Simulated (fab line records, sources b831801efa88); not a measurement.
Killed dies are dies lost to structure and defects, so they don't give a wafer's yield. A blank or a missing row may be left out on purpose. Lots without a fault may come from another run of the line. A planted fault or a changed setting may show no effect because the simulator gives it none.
Problem report in the 8D (eight disciplines) form, filled by code | flow sky130 | the parts of the form that need people (team, actions taken, sign-off) are left out

1. THE PROBLEM
spike_tc_centre_C at SKY_GATE_OXIDE_OXIDATION_16 reads a mean of 785.7 C on 9 wafers of 3 lots; wafers without a fault read 800.0 C with a standard deviation of 0.91. That is -16 standard deviations from the usual mean.
The step: stabilise 600 s, purge 300 s, target thk 3.57 nm.
First seen on wafer L430.1, day 18 03:27, on furnace-02. The record holds 21 wafers of 7 lots with a number at this step. Rule for "out", or "out of limits": more than 4 standard deviations from the usual mean. The other wafers with a number count as sound.

2. WHAT IT IS AND WHAT IT IS NOT
question                    | is                                                                                       | is not
which readings at this step | spike_tc_centre_C, spike_tc_bottom_C, spike_tc_lower_C, spike_tc_top_C, spike_tc_upper_C | zone_power_top_pct
which lots                  | L430, L431, L432                                                                         | L426, L429, L439, L441
which wafers of those lots  | all that have a number                                                                   | -
read on which tools         | furnace-02                                                                               | furnace-01
when                        | from day 18 03:27                                                                        | up to then (6 sound wafers); but 6 sound wafers of L439, L441 came after

3. SUSPECTS, AND WHAT RULES EACH OUT
Counting: a tool at a process step up to the reading stays a suspect if it ran every lot that is out and no sound lot after the first of them.
- furnace-02 at SKY_GATE_OXIDE_OXIDATION_16 (stabilise 600 s, purge 300 s, target thk 3.57 nm): ruled out as a lasting fault. Sound lots L441 ran on it after its first lot that is out, L430 (day 18 03:27).
Left after counting: nothing in the record.

4. THE CAUSE (what the simulator had put in)
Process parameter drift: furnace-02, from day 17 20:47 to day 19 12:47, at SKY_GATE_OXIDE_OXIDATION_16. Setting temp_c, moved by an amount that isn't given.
Counting ruled it out, wrongly.

5. THE CHAIN OF EFFECTS, in route order
Each row: a reading whose mean over the struck wafers that have a number lies more than 3 standard deviations from the usual. Only readings for which the record gives a usual standard deviation are gone through. hours: the time from each lot's start at the first step in this table that gives one to its start at this step, as a median over the lots. sigmas: the change in usual standard deviations.
hours | step                        | reading              | usual   | on struck wafers | change | sigmas
0     | SKY_GATE_OXIDE_OXIDATION_16 | spike_tc_bottom_C    | 818.7 C | 805.3            | -13.4  | -12
0     | SKY_GATE_OXIDE_OXIDATION_16 | spike_tc_centre_C    | 800.0 C | 785.7            | -14.3  | -16
0     | SKY_GATE_OXIDE_OXIDATION_16 | spike_tc_lower_C     | 800.9 C | 787.0            | -13.9  | -11
0     | SKY_GATE_OXIDE_OXIDATION_16 | spike_tc_top_C       | 812.4 C | 799.4            | -13.0  | -10
0     | SKY_GATE_OXIDE_OXIDATION_16 | spike_tc_upper_C     | 799.8 C | 784.8            | -15.0  | -8.8
0     | SKY_GATE_OXIDE_OXIDATION_16 | zone_power_upper_pct | 14.59 % | 14.05            | -0.54  | -3.4
The process steps in it:
- SKY_GATE_OXIDE_OXIDATION_16: stabilise 600 s, purge 300 s, target thk 3.57 nm.

6. WHAT WOULD HAVE CAUGHT IT SOONER
In this record the first reading out of limits was taken at day 18 03:27, 7 hours after the fault began at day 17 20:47.
